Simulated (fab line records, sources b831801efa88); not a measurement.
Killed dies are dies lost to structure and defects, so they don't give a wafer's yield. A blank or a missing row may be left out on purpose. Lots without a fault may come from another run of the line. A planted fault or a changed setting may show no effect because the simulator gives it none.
A struck lot beside a sound one | flow gf180mcu | 43 steps out of a route of 602
Sound: wafers L890.1, L890.2, L890.6. Struck: wafers L902.3, L902.5, L902.6. The cause comes at the end.
At each step with rows: each side's tool, then ch and its chambers, then its first start. Under that, the readings that differ: sound wafers | struck wafers | difference of the means | sigmas: that difference in standard deviations of wafers without a fault.
alike: readings whose means differ by less than 2 such deviations, and words and numbers that are the same on both sides. not compared: withheld readings, readings that some wafer has no value for, bounds like >300 that may hide the same value, and numbers for which the record gives no deviation and whose values overlap.
The two part at a step that has a row with sigmas, a row that says differs or no value, or rows on one side only. Numbers that don't overlap but have no deviation are shown without sigmas and don't part them. A reading that every wafer of one side lacks parts them only if that side has two wafers or more.

first, 2 steps without rows for these wafers: GF_DNWELL_DEVELOP_06 (develop time 60 s); GF_DNWELL_IMPLANT_07.
GF_DNWELL_STRIP_08: strips in O2/N2.
  sound on plasma_asher-03 ch 0,1, day 4 14:25; struck on plasma_asher-04 ch 0,1, day 7 05:28
  alike: drypump_motor_current_A, heater_power_w, oes_product_au, strip_time_to_endpoint_s
  not compared: rf_hours_counter_h
GF_DNWELL_TW_MEAS_09:
  sound on film_metro-04, day 4 14:31; struck on film_metro-04, day 7 05:33
  alike: DNWELL_TW
then, 7 steps without rows for these wafers: GF_NWELL_DEHYDRATE_00 (time 60 s); GF_NWELL_HMDS_01 (prime time 60 s); GF_NWELL_COAT_02 (resist thk 3000 nm); GF_NWELL_SOFTBAKE_03; GF_NWELL_EXPOSE_04 (exposes mask Nwell, target cd 860 nm); GF_NWELL_PEB_05; GF_NWELL_DEVELOP_06 (develop time 60 s).
GF_NWELL_OVL_MEAS_07:
  sound on overlay-01, day 5 03:51; struck on overlay-01, day 7 22:01
  alike: NWELL_OVL
GF_NWELL_IMPLANT_08:
  sound on implanter-02 ch 0, day 5 03:53; struck on implanter-02 ch 0, day 7 22:06
  reading            | sound               | struck            | difference | sigmas
  tilt_deg (degrees) | -0.021 -0.023 0.009 | 3.541 3.520 3.526 | +3.541     | +99 or more
  alike: end_station_pressure_torr
then, 1 step without rows for these wafers: GF_NWELL_IMPLANT_09.
GF_NWELL_STRIP_10: strips in O2/N2.
  sound on plasma_asher-01 ch 0,1, day 5 04:11; struck on plasma_asher-04 ch 0,1, day 7 22:23
  alike: drypump_motor_current_A, heater_power_w, oes_product_au, strip_time_to_endpoint_s
  not compared: rf_hours_counter_h
GF_NWELL_TW_MEAS_11:
  sound on film_metro-03, day 5 04:17; struck on film_metro-02, day 7 22:43
  reading  | sound          | struck         | difference | sigmas
  NWELL_TW | 1581 1583 1577 | 1743 1738 1741 | +160       | +17
  not compared: hold
then, 6 steps without rows for these wafers: GF_LVPWELL_HMDS_01 (prime time 60 s); GF_LVPWELL_COAT_02 (resist thk 3000 nm); GF_LVPWELL_SOFTBAKE_03; GF_LVPWELL_EXPOSE_04 (exposes mask LVPWELL, target cd 600 nm); GF_LVPWELL_PEB_05; GF_LVPWELL_DEVELOP_06 (develop time 60 s).
GF_LVPWELL_OVL_MEAS_07:
  sound on overlay-01, day 5 19:05; struck on overlay-02, day 8 15:04
  alike: LVPWELL_OVL
then, 2 steps without rows for these wafers: GF_LVPWELL_IMPLANT_08; GF_LVPWELL_IMPLANT_09.
GF_LVPWELL_STRIP_10: strips in O2/N2.
  sound on plasma_asher-02 ch 0,1, day 5 19:25; struck on plasma_asher-02 ch 0,1, day 8 15:25
  alike: drypump_motor_current_A, heater_power_w, oes_product_au, strip_time_to_endpoint_s
  not compared: rf_hours_counter_h
GF_LVPWELL_TW_MEAS_11:
  sound on film_metro-03, day 5 19:31; struck on film_metro-03, day 8 15:30
  alike: LVPWELL_TW
then, 7 steps without rows for these wafers: GF_MVSD_DEHYDRATE_00 (time 60 s); GF_MVSD_HMDS_01 (prime time 60 s); GF_MVSD_COAT_02 (resist thk 3000 nm); GF_MVSD_SOFTBAKE_03; GF_MVSD_EXPOSE_04 (exposes mask MVSD, target cd 1000 nm); GF_MVSD_PEB_05; GF_MVSD_DEVELOP_06 (develop time 60 s).
GF_MVSD_OVL_MEAS_07:
  sound on overlay-02, day 6 09:20; struck on overlay-01, day 9 08:37
  alike: MVSD_OVL
then, 2 steps without rows for these wafers: GF_MVSD_IMPLANT_08; GF_MVSD_IMPLANT_09.
GF_MVSD_STRIP_10: strips in O2/N2.
  sound on plasma_asher-02 ch 0,1, day 6 09:40; struck on plasma_asher-03 ch 0,1, day 9 08:58
  reading                     | sound       | struck      | difference | sigmas
  drypump_motor_current_A (A) | 5.3 5.0 5.0 | 5.8 5.8 6.1 | +0.8       | +2
  alike: heater_power_w, oes_product_au, strip_time_to_endpoint_s
  not compared: rf_hours_counter_h
GF_MVSD_TW_MEAS_11:
  sound on film_metro-03, day 6 09:46; struck on film_metro-04, day 9 09:03
  alike: MVSD_TW
then, 2 steps without rows for these wafers: GF_MVPSD_DEHYDRATE_00 (time 60 s); GF_MVPSD_HMDS_01 (prime time 60 s).
-- the record jumps here: 4 days lie between the struck wafers' starts before and after --
GF_VT_IMPLANT_RS_MEAS_47: measures by four-point-probe.
  sound on film_metro-02, day 9 20:44; struck on film_metro-04, day 13 07:32
  reading           | sound             | struck            | difference | sigmas
  NWELL_RS (ohm/sq) | 488.4 487.7 488.5 | 638.3 637.9 637.3 | +149.6     | +99 or more
  not compared: hold
then, 1 step without rows for these wafers: GF_PASSIVATION_PROBE_99.

WHERE THEY PART
First at GF_NWELL_IMPLANT_08; last, within this record, at GF_VT_IMPLANT_RS_MEAS_47.

WHY: what the simulator had put in
Process parameter drift: implanter-02, from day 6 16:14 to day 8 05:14, at GF_NWELL_IMPLANT_08. Setting tilt_deg, moved by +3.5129, from 0. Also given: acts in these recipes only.
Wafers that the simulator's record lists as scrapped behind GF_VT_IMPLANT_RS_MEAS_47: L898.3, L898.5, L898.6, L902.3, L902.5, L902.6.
